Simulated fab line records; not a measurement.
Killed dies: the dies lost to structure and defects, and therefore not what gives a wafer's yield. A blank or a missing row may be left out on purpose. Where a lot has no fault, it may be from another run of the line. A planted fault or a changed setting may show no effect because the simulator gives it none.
fab line records | flow sky130
record lots=13 wafers=39 last-day=50
route steps=708 shown LDD_HVP@285 LDD_LDN@297 SPACER@305 POLY_CUT@316 PAD_OPEN@708
lots with no fault: from the same line, run without faults
start-h: hours from the record's first day to the start of the lot's first wafer shown | wait-h: time in hours since the lot's previous step | " unchanged from the row above | L1.1+2: one row covering several wafers at once | - no value present, or no start provided | * or withheld: withheld | < > ~ a bound
route shown NAME@n: a module of which the file shows steps, and the number in the route of the first | usual: mean/standard deviation taken from wafers without a fault | same: alike in all rows | chamber/n: place in a boat | sites: the reading at each site | _std_site: the standard deviation of these | _edge_site: outer sites' mean less inner sites' | radius-mm: how far each site lies from the wafer's centre | mask NAME#n: copy n | behind: the last tool/chamber to shape the wafer | hold: what put the lot on hold/how long, in hours/how the hold closed | device: names the non-switching transistor (n, p or np) | end of line: the same wafers' tests at the end of the route | a step with no rows: only its recipe | killed: dies that structure and defects cost at the first sort, which is not the same as the wafer's yield | map: a wafer's dies, marking killed ones x, the rest . and places with no die _
set.NAME: the setting as run; set.NAME@STEP: as run at that earlier step | model.NAME: the simulator's own value behind a step, which no gauge read
route steps across a sampled set of lots; one table per step, one row per wafer
services: the hour from which a tool's chamber was out of use, counted from the record's first day as start-h (under 0 if before that day), plus the number of hours and why
## steps
# step SKY_LDD_HVP_OVL_MEAS_07
# usual LDD_HVP_OVL=-0.2/1.4
# columns lot.wafer tool chamber start-h wait-h LDD_HVP_OVL[nm]
L169.2 overlay-02 - 502.25 0.1 0.7
L169.4 " - " " 0.9
L169.5 " - " " 0.4
L170.2 overlay-02 - 506.04 0.1 -0.2
L170.5 " - " " 0.9
L170.6 " - " " 0.2
L171.1 overlay-02 - 519.30 0.1 0.5
L171.4 " - " " -0.8
L171.5 " - " " -1.7
L173.1 overlay-01 - 533.79 0.1 -1.8
L173.2 " - " " -2.9
L173.6 " - " " -2.5
L174.3 overlay-02 - 558.76 0.1 -1.6
L174.4 " - " " -0.3
L174.5 " - " " 0.2
L175.1 overlay-01 - 560.80 0.1 -0.4
L175.2 " - " " -1.1
L175.5 " - " " -1.9
L177.1 overlay-02 - 574.74 0.1 0.7
L177.3 " - " " -0.2
L177.5 " - " " -1.1
L178.1 overlay-02 - 587.23 0.1 0.6
L178.3 " - " " -0.6
L178.4 " - " " -1.3
L187.1 overlay-02 - 652.20 0.1 1.5
L187.5 " - " " 0.8
L187.6 " - " " -0.9
L188.1 overlay-02 - 661.78 0.1 -0.3
L188.4 " - " " -0.4
L188.5 " - " " -1.4
L190.2 overlay-01 - 676.85 0.1 -2.9
L190.3 " - " " -1.4
L190.6 " - " " -2.8
L191.3 overlay-01 - 682.51 0.1 1.1
L191.4 " - " " 0.1
L191.5 " - " " -1.4
L192.1 overlay-01 - 690.03 0.1 0.8
L192.3 " - " " 1.5
L192.4 " - " " -0.5
# step SKY_LDD_LDN_IMPLANT_08
# recipe species=As energy-kev=15 dose-cm2=1.25e+13 tilt-deg=withheld rotation-deg=23
# usual dose-ions-cm2=1.2502e+13/1.5e+10 faraday-current-uA=70.4/1.3
# columns lot.wafer tool chamber start-h wait-h dose-ions-cm2 faraday-current-uA
L169.2 implanter-01 0 533.56 0.0 1.2504e+13 70.4
L169.4 " 0 " " 1.2515e+13 72.0
L169.5 " 0 " " 1.2503e+13 70.1
L170.2 implanter-02 0 536.26 0.0 1.2478e+13 71.6
L170.5 " 0 " " 1.2504e+13 71.7
L170.6 " 0 " " 1.248e+13 67.8
L171.1 implanter-02 0 550.08 0.0 1.2498e+13 70.5
L171.4 " 0 " " 1.2493e+13 69.8
L171.5 " 0 " " 1.247e+13 70.8
L173.1 implanter-01 0 564.33 0.0 1.2493e+13 69.9
L173.2 " 0 " " 1.2498e+13 67.4
L173.6 " 0 " " 1.2488e+13 68.7
L174.3 implanter-02 0 588.83 0.1 1.2493e+13 72.2
L174.4 " 0 " " 1.2514e+13 71.1
L174.5 " 0 " " 1.2475e+13 72.1
L175.1 implanter-01 0 591.23 0.0 1.2485e+13 69.5
L175.2 " 0 " " 1.2522e+13 71.7
L175.5 " 0 " " 1.2512e+13 70.3
L177.1 implanter-01 0 604.68 0.0 5.645e+12 32.4
L177.3 " 0 " " 5.64e+12 32.1
L177.5 " 0 " " 5.646e+12 31.7
L178.1 implanter-01 0 616.53 0.0 5.618e+12 31.2
L178.3 " 0 " " 5.615e+12 31.3
L178.4 " 0 " " 5.596e+12 32.4
L187.1 implanter-04 0 680.73 0.0 1.2497e+13 70.8
L187.5 " 0 " " 1.2504e+13 68.1
L187.6 " 0 " " 1.249e+13 70.9
L188.1 implanter-01 0 689.83 0.0 1.2514e+13 72.4
L188.4 " 0 " " 1.2507e+13 70.5
L188.5 " 0 " " 1.2504e+13 69.2
L190.2 implanter-04 0 704.56 0.0 1.2511e+13 69.4
L190.3 " 0 " " 1.2497e+13 71.2
L190.6 " 0 " " 1.2503e+13 70.8
L191.3 implanter-01 0 710.28 0.1 1.249e+13 69.6
L191.4 " 0 " " 1.2511e+13 69.1
L191.5 " 0 " " 1.2492e+13 69.8
L192.1 implanter-01 0 717.28 0.0 1.2534e+13 69.4
L192.3 " 0 " " 1.2491e+13 72.2
L192.4 " 0 " " 1.2513e+13 68.8
# step SKY_LDD_LDN_TW_MEAS_13
# usual LDD_LDN_TW=1460/11
# columns lot.wafer tool chamber start-h wait-h LDD_LDN_TW
L169.2 film-metro-04 - 534.24 0.1 1457
L169.4 " - " " 1464
L169.5 " - " " 1462
L170.2 film-metro-02 - 536.94 0.1 1485
L170.5 " - " " 1482
L170.6 " - " " 1490
L171.1 film-metro-04 - 550.78 0.1 1460
L171.4 " - " " 1468
L171.5 " - " " 1461
L173.1 film-metro-04 - 565.03 0.1 1453
L173.2 " - " " 1452
L173.6 " - " " 1463
L174.3 film-metro-04 - 589.50 0.1 1461
L174.4 " - " " 1458
L174.5 " - " " 1450
L175.1 film-metro-03 - 591.93 0.1 1445
L175.2 " - " " 1442
L175.5 " - " " 1445
L177.1 film-metro-02 - 605.38 0.1 1414
L177.3 " - " " 1410
L177.5 " - " " 1417
L178.1 film-metro-03 - 617.23 0.1 1389
L178.3 " - " " 1388
L178.4 " - " " 1392
L187.1 film-metro-04 - 681.43 0.1 1466
L187.5 " - " " 1466
L187.6 " - " " 1465
L188.1 film-metro-02 - 690.53 0.1 1479
L188.4 " - " " 1481
L188.5 " - " " 1479
L190.2 film-metro-03 - 705.24 0.1 1459
L190.3 " - " " 1458
L190.6 " - " " 1460
L191.3 film-metro-03 - 710.95 0.1 1455
L191.4 " - " " 1458
L191.5 " - " " 1457
L192.1 film-metro-03 - 717.98 0.1 1452
L192.3 " - " " 1459
L192.4 " - " " 1453
# step SKY_SPACER_THK_MEAS_01
# recipe reads=Si3N4_of_SPACER_CVD_00
# usual SPACER_CVD_00_THK=43.5/0.44
# columns lot.wafer tool chamber start-h wait-h SPACER_CVD_00_THK[nm]
L169.2 film-metro-01 - 535.70 0.0 43.4
L169.4 " - " " 43.7
L169.5 " - " " 43.7
L170.2 film-metro-04 - 538.26 0.0 42.7
L170.5 " - " " 43.0
L170.6 " - " " 43.2
L171.1 film-metro-03 - 552.10 0.0 43.8
L171.4 " - " " 43.5
L171.5 " - " " 43.9
L173.1 film-metro-04 - 566.35 0.0 42.3
L173.2 " - " " 43.0
L173.6 " - " " 42.9
L174.3 film-metro-03 - 591.42 0.0 43.5
L174.4 " - " " 43.5
L174.5 " - " " 43.6
L175.1 film-metro-01 - 593.85 0.0 44.0
L175.2 " - " " 43.8
L175.5 " - " " 43.7
L177.1 film-metro-04 - 607.97 0.0 43.1
L177.3 " - " " 43.0
L177.5 " - " " 42.9
L178.1 film-metro-03 - 618.56 0.0 43.9
L178.3 " - " " 43.6
L178.4 " - " " 43.5
L187.1 film-metro-03 - 683.70 0.0 44.2
L187.5 " - " " 43.8
L187.6 " - " " 43.7
L188.1 film-metro-01 - 692.42 0.0 43.3
L188.4 " - " " 43.2
L188.5 " - " " 43.3
L190.2 film-metro-03 - 707.16 0.0 43.5
L190.3 " - " " 43.2
L190.6 " - " " 43.6
L191.3 film-metro-01 - 713.04 0.0 43.6
L191.4 " - " " 43.2
L191.5 " - " " 43.1
L192.1 film-metro-03 - 719.30 0.0 42.7
L192.3 " - " " 42.4
L192.4 " - " " 42.5
# step SKY_POLY_CUT_OVL_MEAS_09
# usual POLY_CUT_OVL=-4/6.2
# columns lot.wafer tool chamber start-h wait-h POLY_CUT_OVL[nm]
L169.2 overlay-01 - 566.07 0.1 -2
L169.4 " - " " -2
L169.5 " - " " -4
L170.2 overlay-01 - 568.62 0.1 -11
L170.5 " - " " -11
L170.6 " - " " -8
L171.1 overlay-01 - 582.16 0.1 0
L171.4 " - " " 8
L171.5 " - " " 5
L173.1 overlay-01 - 596.46 0.1 -8
L173.2 " - " " -4
L173.6 " - " " -6
L174.3 overlay-01 - 620.83 0.1 1
L174.4 " - " " -3
L174.5 " - " " 0
L175.1 overlay-02 - 623.71 0.1 3
L175.2 " - " " 6
L175.5 " - " " 3
L177.1 overlay-01 - 636.71 0.1 -8
L177.3 " - " " -10
L177.5 " - " " -12
L178.1 overlay-02 - 647.76 0.1 1
L178.3 " - " " -7
L178.4 " - " " -2
L187.1 overlay-01 - 711.46 0.1 -6
L187.5 " - " " 1
L187.6 " - " " 1
L188.1 overlay-01 - 720.10 0.1 -11
L188.4 " - " " -11
L188.5 " - " " -16
L190.2 overlay-01 - 735.41 0.1 -12
L190.3 " - " " -6
L190.6 " - " " -7
L191.3 overlay-02 - 740.71 0.1 -8
L191.4 " - " " -5
L191.5 " - " " -3
L192.1 overlay-02 - 747.16 0.1 -2
L192.3 " - " " -2
L192.4 " - " " 4
# step SKY_PAD_OPEN_PROBE_99
# usual killed_at_M0_to_M3=42/6.7 killed_at_M4_up=3.3/2.1 killed-at-contacts=24/5.1 killed-at-front-end=15/4.6 killed-at-other=0.3/0.58 killed-dies=85/9.9 killed-open=46/6.9 killed-short=38/7
# same gross-dies=492 killed-at-back-side=0
# columns lot.wafer tool chamber start-h wait-h killed_at_M0_to_M3 killed_at_M4_up killed-at-contacts killed-at-front-end killed-at-other killed-dies killed-open killed-short
L169.2 prober-01 - 1085.20 0.1 42 1 22 11 0 76 46 30
L169.4 prober-01 - 1085.30 0.2 49 3 22 12 0 86 47 39
L169.5 prober-01 - 1085.35 0.2 53 3 21 10 0 87 46 41
L170.2 prober-02 - 1086.17 0.1 26 2 20 8 0 56 35 21
L170.5 prober-02 - 1086.32 0.2 40 2 24 9 1 76 39 37
L170.6 prober-02 - 1086.37 0.2 33 4 28 15 0 80 43 37
L174.3 prober-02 - 1120.21 0.2 44 4 26 10 0 84 50 33
L174.4 prober-02 - 1120.26 0.2 52 5 17 17 0 91 46 45
L174.5 prober-02 - 1120.31 0.2 50 2 21 13 1 87 35 50
L178.1 prober-02 - 1140.60 0.1 38 2 20 19 0 79 45 34
L178.3 prober-02 - 1140.70 0.2 43 6 26 19 0 94 50 44
L178.4 prober-02 - 1140.75 0.2 44 6 25 6 1 82 49 33
L187.1 prober-01 - 1181.87 0.1 38 2 29 24 0 93 52 41
L187.5 prober-01 - 1182.07 0.2 47 2 26 12 0 87 54 33
L187.6 prober-01 - 1182.12 0.2 39 10 32 15 0 96 48 48
L188.1 prober-01 - 1192.07 0.1 52 4 21 13 0 90 48 41
L188.4 prober-01 - 1192.22 0.2 40 0 23 12 0 75 45 28
L188.5 prober-01 - 1192.27 0.2 36 2 19 10 0 67 33 34
# killed by level:class
L169.2 VIA1:geometric-particle:open=16 CONTACT:geometric-particle:open=7 VIA2:geometric-particle:open=7 LI_CONTACT:geometric-particle:open=5 METAL1:geometric-particle:short=5 FIELD_ISO:geometric-particle:open=4 LI_CONTACT:geometric-particle:short=4 CONTACT:geometric-particle:short=4
L169.4 VIA1:geometric-particle:open=11 VIA2:geometric-particle:open=10 CONTACT:geometric-particle:open=8 METAL2:geometric-particle:short=7 LI_CONTACT:geometric-particle:open=4 LOCAL_INTERCONNECT:geometric-particle:short=4 CONTACT:geometric-particle:short=4 METAL1:geometric-particle:short=4
L169.5 VIA1:geometric-particle:open=13 LI_CONTACT:geometric-particle:open=7 METAL2:geometric-particle:short=7 VIA3:geometric-particle:open=7 VIA2:geometric-particle:open=6 VIA1:geometric-particle:short=5 CONTACT:geometric-particle:open=5 CONTACT:geometric-particle:short=5
L170.2 CONTACT:geometric-particle:open=7 LI_CONTACT:geometric-particle:open=6 VIA2:geometric-particle:open=6 VIA1:geometric-particle:open=6 VIA3:geometric-particle:open=5 FIELD_ISO:geometric-particle:open=4 LOCAL_INTERCONNECT:geometric-particle:short=4 METAL1:geometric-particle:short=4
L170.5 VIA3:geometric-particle:open=12 CONTACT:geometric-particle:open=7 CONTACT:geometric-particle:short=6 VIA1:geometric-particle:open=6 LI_CONTACT:geometric-particle:open=5 METAL1:geometric-particle:short=5 VIA1:geometric-particle:short=5 METAL2:geometric-particle:short=5
L170.6 CONTACT:geometric-particle:open=13 VIA1:geometric-particle:open=7 VIA1:geometric-particle:short=6 FIELD_ISO:geometric-particle:open=5 METAL2:geometric-particle:short=5 POLY_GATE:geometric-particle:short=5 CONTACT:geometric-particle:short=5 VIA3:geometric-particle:open=5
L174.3 CONTACT:geometric-particle:open=16 VIA1:geometric-particle:open=14 LI_CONTACT:geometric-particle:open=6 VIA1:geometric-particle:short=6 METAL2:geometric-particle:short=5 VIA3:geometric-particle:open=5 METAL1:geometric-particle:short=4 VIA3:geometric-particle:short=4
L174.4 VIA3:geometric-particle:open=12 VIA1:geometric-particle:open=11 METAL1:geometric-particle:short=8 VIA1:geometric-particle:short=7 POLY_GATE:geometric-particle:short=5 CONTACT:geometric-particle:open=5 VIA2:geometric-particle:open=5 FIELD_ISO:geometric-particle:short=4
L174.5 METAL1:geometric-particle:short=9 METAL2:geometric-particle:short=9 VIA2:geometric-particle:open=8 VIA1:geometric-particle:open=6 CONTACT:geometric-particle:open=5 VIA3:geometric-particle:short=5 LI_CONTACT:geometric-particle:open=4 LOCAL_INTERCONNECT:geometric-particle:short=4
L178.1 VIA1:geometric-particle:open=9 CONTACT:geometric-particle:open=8 POLY_GATE:geometric-particle:short=6 POLY_GATE:geometric-particle:open=6 VIA2:geometric-particle:open=6 LI_CONTACT:geometric-particle:open=6 METAL2:geometric-particle:short=6 VIA3:geometric-particle:open=6
L178.3 VIA1:geometric-particle:open=14 CONTACT:geometric-particle:open=11 FIELD_ISO:geometric-particle:short=7 CONTACT:geometric-particle:short=6 POLY_GATE:geometric-particle:short=6 METAL1:geometric-particle:short=5 LI_CONTACT:geometric-particle:open=4 VIA1:geometric-particle:short=4
L178.4 VIA1:geometric-particle:open=11 LI_CONTACT:geometric-particle:open=10 CONTACT:geometric-particle:open=9 VIA3:geometric-particle:open=8 METAL2:geometric-particle:short=5 VIA3:geometric-particle:short=5 POLY_GATE:geometric-particle:short=3 METAL4:geometric-particle:short=3
L187.1 CONTACT:geometric-particle:open=9 VIA1:geometric-particle:open=9 LI_CONTACT:geometric-particle:open=7 CONTACT:geometric-particle:short=7 POLY_GATE:geometric-particle:open=6 FIELD_ISO:geometric-particle:short=5 VIA2:geometric-particle:open=5 METAL1:geometric-particle:short=5
L187.5 VIA1:geometric-particle:open=14 CONTACT:geometric-particle:open=13 METAL1:geometric-particle:short=7 VIA2:geometric-particle:short=6 LI_CONTACT:geometric-particle:open=5 VIA2:geometric-particle:open=5 FIELD_ISO:geometric-particle:open=4 POLY_GATE:geometric-particle:open=4
L187.6 CONTACT:geometric-particle:open=14 VIA1:geometric-particle:open=10 METAL4:geometric-particle:short=9 LI_CONTACT:geometric-particle:open=7 VIA2:geometric-particle:open=7 METAL2:geometric-particle:short=6 FIELD_ISO:geometric-particle:short=4 LOCAL_INTERCONNECT:geometric-particle:short=4
L188.1 VIA1:geometric-particle:open=11 CONTACT:geometric-particle:open=10 METAL3:geometric-particle:short=7 METAL1:geometric-particle:short=7 VIA3:geometric-particle:open=6 LOCAL_INTERCONNECT:geometric-particle:short=5 METAL2:geometric-particle:short=5 FIELD_ISO:geometric-particle:open=4
L188.4 LI_CONTACT:geometric-particle:open=9 VIA3:geometric-particle:open=9 LI_CONTACT:geometric-particle:short=6 CONTACT:geometric-particle:open=6 VIA1:geometric-particle:open=6 VIA2:geometric-particle:open=5 METAL1:geometric-particle:short=4 VIA1:geometric-particle:short=4
L188.5 VIA1:geometric-particle:open=8 LI_CONTACT:geometric-particle:open=6 METAL1:geometric-particle:short=6 FIELD_ISO:geometric-particle:short=5 METAL2:geometric-particle:short=5 VIA2:geometric-particle:open=5 CONTACT:geometric-particle:short=4 LI_CONTACT:geometric-particle:short=3
## services
# columns tool chamber start-h hours kind
implanter-02 - 596.53 2.1 repair
implanter-04 - 599.74 2.7 repair
implanter-02 - 601.94 4.2 repair
implanter-02 - 607.62 4.8 pm
implanter-04 - 619.45 4.4 repair
implanter-01 - 628.38 5.6 repair
implanter-04 - 629.04 5.5 pm
implanter-01 - 634.01 11.8 pm
implanter-04 - 639.87 1.7 repair
implanter-04 - 640.79 8.7 repair
implanter-04 - 666.18 3.7 repair
implanter-02 - 693.31 1.8 repair
implanter-04 - 699.11 3.8 pm
## key
first-sign step=SKY_LDD_LDN_IMPLANT_08 reading=dose-ions-cm2 direction=down sigmas=99+ usual=* struck=*
effect step=SKY_LDD_LDN_IMPLANT_08 reading=faraday-current-uA direction=down sigmas=30 usual=70.4 struck=31.8
effect step=SKY_LDD_LDN_TW_MEAS_13 reading=LDD_LDN_TW direction=down sigmas=5.5 usual=1460 struck=1401
met-at SKY_LDD_LDN_IMPLANT_08
struck-lots L177,L178
tester-left-out L177,L178
not-acting-at SKY_LDD_HVP_OVL_MEAS_07,SKY_SPACER_THK_MEAS_01,SKY_POLY_CUT_OVL_MEAS_09
onset-between 591.23 604.68
fault kind=process-parameter-drift tool=implanter-01 chamber=- onset-h=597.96 steps=SKY_LDD_LDN_IMPLANT_08 channel=dose-cm2 offset=* shape=step end-h=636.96 acts-in=* stated=*
# tester-left-out: of these lots the tester's yield and bins aren't shown, on N5 and GAA mostly nor the transistor test; their killed dies are dies lost to structure and defects alone, not to doping, threshold or leakage, so they don't give the yield
